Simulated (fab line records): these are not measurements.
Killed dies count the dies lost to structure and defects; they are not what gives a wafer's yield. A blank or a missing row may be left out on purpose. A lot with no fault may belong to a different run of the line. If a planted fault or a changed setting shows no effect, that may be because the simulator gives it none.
fab line records + flow gf180mcu
[record]
- lots = 13
- wafers = 39
- lastDay = 35
route steps=602 shown HV_LDD@183 NSD@243
lots that met no fault: taken from a fault-free run of the same line
startH: start of the lot's first displayed wafer, in hours after the record's first day + waitH: how many hours have passed since the lot's step before this one + " as in the row above + L1.1+2: one row covering several wafers at once + - no value present, or no start provided + * or withheld: withheld + < > ~ a bound
route shown NAME@n: NAME is a module with steps in the file, n the number in the route of the first one + usual: average and standard deviation across the fault-free wafers + same: alike in all rows + chamber/n: place in a boat + sites: readings site by site + _std_site: standard deviation of those values + _edge_site: the outer-site mean with the inner-site mean subtracted + radiusMm: for every site, how far away it sits from the centre of the wafer + mask NAME#n: copy n + behind: the tool/chamber that last shaped the wafer + hold: cause of the lot's hold/its duration in hours/its outcome + device: names the non-switching transistor (n, p or np) + end of line: the same wafers' tests at the end of the route + a step without rows: its recipe alone + killed: dies that structure and defects cost at the first sort, which is not the same as the wafer's yield + map: a wafer's dies, x killed, . not, _ none there
set.NAME: setting as actually run; set.NAME@STEP: the setting as run at that earlier step + model.NAME: the simulator's own value behind a step, which no gauge read
steps of the route over a sample of lots; a table a step, a row a wafer
services: from which hour (startH, from the record's first day; less than 0 if before it) a tool's chamber was out of use, for how many hours, and why
[[steps]]
[step GF_HV_LDD_CD_MEAS_07]
[recipe]
- targetCdNm = 400
[usual]
- cdNm = 401.0/2.1
| lot.wafer | tool     | chamber | startH | waitH | cdNm  |
|-----------|----------|---------|--------|-------|-------|
| L560.1    | cdSem-02 | -       | 235.46 | 0.1   | 403.8 |
| L560.4    | "        | -       | "      | "     | 404.1 |
| L560.6    | "        | -       | "      | "     | 402.6 |
| L563.1    | cdSem-01 | -       | 256.19 | 0.1   | 403.9 |
| L563.3    | "        | -       | "      | "     | 402.8 |
| L563.6    | "        | -       | "      | "     | 403.1 |
| L566.1    | cdSem-02 | -       | 287.59 | 0.1   | 397.6 |
| L566.3    | "        | -       | "      | "     | 399.4 |
| L566.6    | "        | -       | "      | "     | 399.2 |
| L567.1    | cdSem-02 | -       | 287.89 | 0.1   | 400.9 |
| L567.5    | "        | -       | "      | "     | 399.4 |
| L567.6    | "        | -       | "      | "     | 401.0 |
| L568.4    | cdSem-02 | -       | 290.47 | 0.1   | 401.6 |
| L568.5    | "        | -       | "      | "     | 399.7 |
| L568.6    | "        | -       | "      | "     | 398.8 |
| L570.1    | cdSem-01 | -       | 298.61 | 0.1   | 400.7 |
| L570.3    | "        | -       | "      | "     | 399.8 |
| L570.6    | "        | -       | "      | "     | 400.7 |
| L571.1    | cdSem-02 | -       | 312.96 | 0.1   | 400.1 |
| L571.3    | "        | -       | "      | "     | 397.6 |
| L571.5    | "        | -       | "      | "     | 400.5 |
| L576.1    | cdSem-01 | -       | 344.31 | 0.1   | 399.8 |
| L576.2    | "        | -       | "      | "     | 402.6 |
| L576.6    | "        | -       | "      | "     | 399.6 |
| L578.2    | cdSem-01 | -       | 365.28 | 0.1   | 406.1 |
| L578.3    | "        | -       | "      | "     | 405.1 |
| L578.6    | "        | -       | "      | "     | 405.0 |
| L579.1    | cdSem-01 | -       | 374.46 | 0.1   | 404.1 |
| L579.5    | "        | -       | "      | "     | 401.8 |
| L579.6    | "        | -       | "      | "     | 403.3 |
| L580.3    | cdSem-01 | -       | 383.75 | 0.1   | 399.7 |
| L580.5    | "        | -       | "      | "     | 401.0 |
| L580.6    | "        | -       | "      | "     | 398.1 |
| L581.3    | cdSem-01 | -       | 388.75 | 0.1   | 398.0 |
| L581.4    | "        | -       | "      | "     | 400.2 |
| L581.6    | "        | -       | "      | "     | 399.1 |
| L582.2    | cdSem-02 | -       | 397.18 | 0.1   | 400.6 |
| L582.3    | "        | -       | "      | "     | 402.7 |
| L582.6    | "        | -       | "      | "     | 401.6 |
[step GF_HV_LDD_IMPLANT_36]
[recipe]
- species = P
- energyKev = 60
- doseCm2 = 7.5e+12
- tiltDeg = 30
- rotationDeg = 270
[usual]
- tiltDeg = 30.006/0.023
| lot.wafer | tool         | chamber | startH | waitH | tiltDeg |
|-----------|--------------|---------|--------|-------|---------|
| L560.1    | implanter-02 | 0       | 274.22 | 0.1   | 30.013  |
| L560.4    | "            | 0       | "      | "     | 30.040  |
| L560.6    | "            | 0       | "      | "     | 30.036  |
| L563.1    | implanter-02 | 0       | 295.64 | 0.1   | 29.964  |
| L563.3    | "            | 0       | "      | "     | 29.984  |
| L563.6    | "            | 0       | "      | "     | 30.008  |
| L566.1    | implanter-02 | 0       | 330.94 | 0.1   | 29.981  |
| L566.3    | "            | 0       | "      | "     | 30.026  |
| L566.6    | "            | 0       | "      | "     | 30.024  |
| L567.1    | implanter-04 | 0       | 331.06 | 0.1   | 30.045  |
| L567.5    | "            | 0       | "      | "     | 30.051  |
| L567.6    | "            | 0       | "      | "     | 30.036  |
| L568.4    | implanter-04 | 0       | 333.22 | 0.1   | 29.980  |
| L568.5    | "            | 0       | "      | "     | 30.017  |
| L568.6    | "            | 0       | "      | "     | 30.018  |
| L570.1    | implanter-04 | 0       | 342.21 | 0.1   | 30.027  |
| L570.3    | "            | 0       | "      | "     | 29.981  |
| L570.6    | "            | 0       | "      | "     | 30.006  |
| L571.1    | implanter-01 | 0       | 357.81 | 0.1   | 29.976  |
| L571.3    | "            | 0       | "      | "     | 30.010  |
| L571.5    | "            | 0       | "      | "     | 29.997  |
| L576.1    | implanter-04 | 0       | 390.62 | 0.1   | 23.255  |
| L576.2    | "            | 0       | "      | "     | 23.265  |
| L576.6    | "            | 0       | "      | "     | 23.264  |
| L578.2    | implanter-04 | 0       | 413.84 | 0.1   | 23.277  |
| L578.3    | "            | 0       | "      | "     | 23.256  |
| L578.6    | "            | 0       | "      | "     | 23.261  |
| L579.1    | implanter-02 | 0       | 422.11 | 0.1   | 29.970  |
| L579.5    | "            | 0       | "      | "     | 29.968  |
| L579.6    | "            | 0       | "      | "     | 30.000  |
| L580.3    | implanter-01 | 0       | 433.06 | 0.1   | 29.991  |
| L580.5    | "            | 0       | "      | "     | 30.019  |
| L580.6    | "            | 0       | "      | "     | 29.983  |
| L581.3    | implanter-01 | 0       | 438.26 | 0.1   | 30.045  |
| L581.4    | "            | 0       | "      | "     | 30.026  |
| L581.6    | "            | 0       | "      | "     | 30.045  |
| L582.2    | implanter-01 | 0       | 447.34 | 0.1   | 29.997  |
| L582.3    | "            | 0       | "      | "     | 29.990  |
| L582.6    | "            | 0       | "      | "     | 30.009  |
[step GF_HV_LDD_STRIP_49]
[recipe]
- chemistry = O2/N2
- powerW = 1400
- pressureMtorr = 1500
- platenTempC = 250
- o2FlowSccm = 3000
- n2FlowSccm = 300
- overashFraction = 0.5
[usual]
- drypumpMotorCurrentA = 5.5/0.41
- heaterPowerW = 351/36
- o2FlowSccm = 2999/16
- oesProductAu = 0.717/0.0047
- stripTimeToEndpointS = 12.63/0.043
| lot.wafer | tool           | chamber | startH | waitH | drypumpMotorCurrentA | heaterPowerW | o2FlowSccm | oesProductAu | rfHoursCounterH | stripTimeToEndpointS |
|-----------|----------------|---------|--------|-------|----------------------|--------------|------------|--------------|-----------------|----------------------|
| L560.1    | plasmaAsher-02 | 0       | 294.01 | 0.1   | 5.6                  | 323          | 3013       | 0.712        | 16              | 12.60                |
| L560.4    | "              | 0       | "      | "     | 5.5                  | 320          | 2993       | 0.725        | -               | 12.60                |
| L560.6    | "              | 1       | "      | "     | 5.9                  | 334          | 3020       | 0.718        | -               | 12.61                |
| L563.1    | plasmaAsher-04 | 1       | 317.82 | 0.1   | 5.6                  | 388          | 3011       | 0.720        | 50              | 12.59                |
| L563.3    | "              | 1       | "      | "     | 5.6                  | 390          | 3003       | 0.727        | -               | 12.66                |
| L563.6    | "              | 1       | "      | "     | 5.6                  | 390          | 2998       | 0.716        | -               | 12.61                |
| L566.1    | plasmaAsher-04 | 1       | 354.47 | 0.1   | 5.6                  | 377          | 2982       | 0.714        | 54              | 12.57                |
| L566.3    | "              | 0       | "      | "     | 5.1                  | 360          | 2995       | 0.713        | -               | 12.60                |
| L566.6    | "              | 1       | "      | "     | 5.6                  | 376          | 2998       | 0.715        | -               | 12.61                |
| L567.1    | plasmaAsher-03 | 1       | 354.66 | 0.1   | 4.8                  | 296          | 2988       | 0.720        | 73              | 12.64                |
| L567.5    | "              | 1       | "      | "     | 4.8                  | 294          | 2999       | 0.720        | -               | 12.62                |
| L567.6    | "              | 0       | "      | "     | 6.0                  | 392          | 2995       | 0.709        | -               | 12.61                |
| L568.4    | plasmaAsher-04 | 1       | 356.28 | 0.1   | 5.7                  | 391          | 2999       | 0.718        | -               | 12.58                |
| L568.5    | "              | 0       | "      | "     | 5.1                  | 360          | 2997       | 0.719        | -               | 12.64                |
| L568.6    | "              | 1       | "      | "     | 5.6                  | 381          | 2998       | 0.715        | -               | 12.65                |
| L570.1    | plasmaAsher-04 | 0       | 365.32 | 0.1   | 5.1                  | 362          | 2999       | 0.724        | 56              | 12.62                |
| L570.3    | "              | 1       | "      | "     | 5.6                  | 381          | 3009       | 0.723        | -               | 12.59                |
| L570.6    | "              | 0       | "      | "     | 5.1                  | 361          | 2999       | 0.718        | -               | 12.61                |
| L571.1    | plasmaAsher-04 | 1       | 381.17 | 0.1   | 5.7                  | 390          | 3005       | 0.714        | 57              | 12.63                |
| L571.3    | "              | 1       | "      | "     | 5.7                  | 389          | 2990       | 0.719        | -               | 12.59                |
| L571.5    | "              | 0       | "      | "     | 5.1                  | 353          | 2980       | 0.720        | -               | 12.60                |
| L576.1    | plasmaAsher-02 | 1       | 415.14 | 0.1   | 5.9                  | 324          | 2997       | 0.721        | 28              | 12.67                |
| L576.2    | "              | 0       | "      | "     | 5.6                  | 327          | 3002       | 0.719        | 28              | 12.68                |
| L576.6    | "              | 0       | "      | "     | 5.6                  | 331          | 3005       | 0.722        | -               | 12.66                |
| L578.2    | plasmaAsher-04 | 0       | 438.56 | 0.1   | 5.1                  | 353          | 3001       | 0.726        | 64              | 12.75                |
| L578.3    | "              | 0       | "      | "     | 5.1                  | 351          | 2995       | 0.708        | -               | 12.75                |
| L578.6    | "              | 1       | "      | "     | 5.6                  | 377          | 2993       | 0.717        | -               | 12.72                |
| L579.1    | plasmaAsher-02 | 0       | 447.67 | 0.1   | 5.6                  | 313          | 2998       | 0.714        | 32              | 12.68                |
| L579.5    | "              | 0       | "      | "     | 5.6                  | 328          | 3010       | 0.711        | -               | 12.71                |
| L579.6    | "              | 1       | "      | "     | 5.9                  | 335          | 2993       | 0.707        | -               | 12.63                |
| L580.3    | plasmaAsher-04 | 1       | 458.52 | 0.1   | 5.6                  | 384          | 2999       | 0.721        | -               | 12.66                |
| L580.5    | "              | 1       | "      | "     | 5.6                  | 390          | 2999       | 0.717        | -               | 12.63                |
| L580.6    | "              | 0       | "      | "     | 5.1                  | 351          | 3001       | 0.713        | -               | 12.64                |
| L581.3    | plasmaAsher-03 | 0       | 463.00 | 0.1   | 6.0                  | 388          | 2996       | 0.717        | -               | 12.64                |
| L581.4    | "              | 1       | "      | "     | 4.8                  | 299          | 3003       | 0.712        | -               | 12.67                |
| L581.6    | "              | 1       | "      | "     | 4.8                  | 298          | 3009       | 0.714        | -               | 12.63                |
| L582.2    | plasmaAsher-04 | 0       | 472.49 | 0.1   | 5.1                  | 349          | 3004       | 0.713        | 67              | 12.58                |
| L582.3    | "              | 1       | "      | "     | 5.6                  | 381          | 3001       | 0.721        | -               | 12.58                |
| L582.6    | "              | 1       | "      | "     | 5.6                  | 385          | 2998       | 0.714        | -               | 12.59                |
[step GF_HV_LDD_RS_MEAS_53]
[recipe]
- thkMeasGauge = four-point-probe
[usual]
- HV_LDD_RS = 417.6/1
| lot.wafer | tool         | chamber | startH | waitH | HV_LDD_RS[ohm/sq] |
|-----------|--------------|---------|--------|-------|-------------------|
| L560.1    | filmMetro-04 | -       | 294.30 | 0.1   | 417.7             |
| L560.4    | "            | -       | "      | "     | 417.5             |
| L560.6    | "            | -       | "      | "     | 416.7             |
| L563.1    | filmMetro-03 | -       | 318.09 | 0.1   | 417.4             |
| L563.3    | "            | -       | "      | "     | 418.0             |
| L563.6    | "            | -       | "      | "     | 420.1             |
| L566.1    | filmMetro-01 | -       | 354.74 | 0.1   | 418.8             |
| L566.3    | "            | -       | "      | "     | 416.8             |
| L566.6    | "            | -       | "      | "     | 418.3             |
| L567.1    | filmMetro-03 | -       | 354.94 | 0.1   | 418.5             |
| L567.5    | "            | -       | "      | "     | 417.9             |
| L567.6    | "            | -       | "      | "     | 417.6             |
| L568.4    | filmMetro-01 | -       | 356.58 | 0.1   | 419.3             |
| L568.5    | "            | -       | "      | "     | 418.3             |
| L568.6    | "            | -       | "      | "     | 417.4             |
| L570.1    | filmMetro-01 | -       | 365.62 | 0.1   | 418.0             |
| L570.3    | "            | -       | "      | "     | 416.8             |
| L570.6    | "            | -       | "      | "     | 417.9             |
| L571.1    | filmMetro-04 | -       | 381.44 | 0.1   | 417.4             |
| L571.3    | "            | -       | "      | "     | 417.6             |
| L571.5    | "            | -       | "      | "     | 417.1             |
| L576.1    | filmMetro-04 | -       | 415.45 | 0.1   | -                 |
| L576.2    | "            | -       | "      | "     | -                 |
| L576.6    | "            | -       | "      | "     | -                 |
| L578.2    | filmMetro-04 | -       | 438.86 | 0.1   | -                 |
| L578.3    | "            | -       | "      | "     | -                 |
| L578.6    | "            | -       | "      | "     | -                 |
| L579.1    | filmMetro-04 | -       | 447.94 | 0.1   | 416.7             |
| L579.5    | "            | -       | "      | "     | 416.3             |
| L579.6    | "            | -       | "      | "     | 417.0             |
| L580.3    | filmMetro-04 | -       | 458.81 | 0.1   | 416.3             |
| L580.5    | "            | -       | "      | "     | 417.1             |
| L580.6    | "            | -       | "      | "     | 415.3             |
| L581.3    | filmMetro-01 | -       | 463.28 | 0.1   | 417.6             |
| L581.4    | "            | -       | "      | "     | 417.1             |
| L581.6    | "            | -       | "      | "     | 416.7             |
| L582.2    | filmMetro-01 | -       | 472.79 | 0.1   | 415.3             |
| L582.3    | "            | -       | "      | "     | 416.5             |
| L582.6    | "            | -       | "      | "     | 416.8             |
[step GF_NSD_OVL_MEAS_08]
[usual]
- NSD_OVL = 0.5/1.7
| lot.wafer | tool       | chamber | startH | waitH | NSD_OVL[nm] |
|-----------|------------|---------|--------|-------|-------------|
| L560.1    | overlay-01 | -       | 318.33 | 0.1   | 1.5         |
| L560.4    | "          | -       | "      | "     | 1.1         |
| L560.6    | "          | -       | "      | "     | 0.1         |
| L563.1    | overlay-01 | -       | 342.80 | 0.1   | 1.1         |
| L563.3    | "          | -       | "      | "     | 1.8         |
| L563.6    | "          | -       | "      | "     | 1.7         |
| L566.1    | overlay-01 | -       | 382.02 | 0.1   | 2.9         |
| L566.3    | "          | -       | "      | "     | -0.3        |
| L566.6    | "          | -       | "      | "     | 1.1         |
| L567.1    | overlay-02 | -       | 382.32 | 0.1   | 2.5         |
| L567.5    | "          | -       | "      | "     | 4.9         |
| L567.6    | "          | -       | "      | "     | 3.7         |
| L568.4    | overlay-02 | -       | 387.17 | 0.1   | 1.5         |
| L568.5    | "          | -       | "      | "     | 1.3         |
| L568.6    | "          | -       | "      | "     | 2.1         |
| L570.1    | overlay-01 | -       | 393.22 | 0.1   | 0.3         |
| L570.3    | "          | -       | "      | "     | 2.0         |
| L570.6    | "          | -       | "      | "     | 2.1         |
| L571.1    | overlay-01 | -       | 408.04 | 0.1   | -1.2        |
| L571.3    | "          | -       | "      | "     | -2.4        |
| L571.5    | "          | -       | "      | "     | -2.4        |
| L576.1    | overlay-01 | -       | 443.01 | 0.1   | 0.5         |
| L576.2    | "          | -       | "      | "     | -0.5        |
| L576.6    | "          | -       | "      | "     | 0.4         |
| L578.2    | overlay-01 | -       | 467.73 | 0.1   | -0.8        |
| L578.3    | "          | -       | "      | "     | 0.8         |
| L578.6    | "          | -       | "      | "     | -2.2        |
| L579.1    | overlay-01 | -       | 474.86 | 0.1   | 0.8         |
| L579.5    | "          | -       | "      | "     | 0.6         |
| L579.6    | "          | -       | "      | "     | -0.3        |
| L580.3    | overlay-02 | -       | 485.67 | 0.1   | -0.4        |
| L580.5    | "          | -       | "      | "     | -2.5        |
| L580.6    | "          | -       | "      | "     | -1.5        |
| L581.3    | overlay-01 | -       | 490.13 | 0.1   | -2.3        |
| L581.4    | "          | -       | "      | "     | -1.4        |
| L581.6    | "          | -       | "      | "     | -0.2        |
| L582.2    | overlay-01 | -       | 499.23 | 0.1   | -0.9        |
| L582.3    | "          | -       | "      | "     | 0.7         |
| L582.6    | "          | -       | "      | "     | -0.5        |
[[services]]
| tool           | chamber | startH | hours | kind   |
|----------------|---------|--------|-------|--------|
| plasmaAsher-02 | -       | 277.30 | 6.2   | repair |
| implanter-02   | -       | 286.75 | 0.6   | repair |
| plasmaAsher-04 | -       | 288.04 | 3.2   | repair |
| implanter-01   | -       | 314.91 | 3.3   | repair |
| plasmaAsher-02 | -       | 346.42 | 10.3  | pm     |
| implanter-01   | -       | 379.56 | 1.5   | repair |
| implanter-01   | -       | 398.92 | 5.3   | repair |
| implanter-01   | -       | 398.96 | 1.6   | repair |
| implanter-02   | -       | 439.52 | 4.4   | pm     |
[[key]]
[firstSign]
- step = GF_HV_LDD_IMPLANT_36
- reading = tiltDeg
- direction = down
- sigmas = 99+
- usual = 30.006
- struck = 23.263
[effect]
- step = GF_HV_LDD_RS_MEAS_53
- reading = HV_LDD_RS
- direction = missing
metAt GF_HV_LDD_IMPLANT_36
struckLots L576,L578
testerLeftOut L576,L578
notActingAt GF_HV_LDD_CD_MEAS_07,GF_HV_LDD_STRIP_49,GF_NSD_OVL_MEAS_08
onsetBetween 342.21 390.62
[fault]
- kind = processParameterDrift
- tool = implanter-04
- chamber = -
- onsetH = 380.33
- steps = GF_HV_LDD_IMPLANT_36
- channel = tiltDeg
- offset = -6.7329
- shape = step
- endH = 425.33
- actsIn = theseRecipesOnly
- stated = 30
// testerLeftOut: of these lots the tester's yield and bins aren't shown, on N5 and GAA mostly nor the transistor test; their killed dies are dies lost to structure and defects alone, not to doping, threshold or leakage, so they don't give the yield
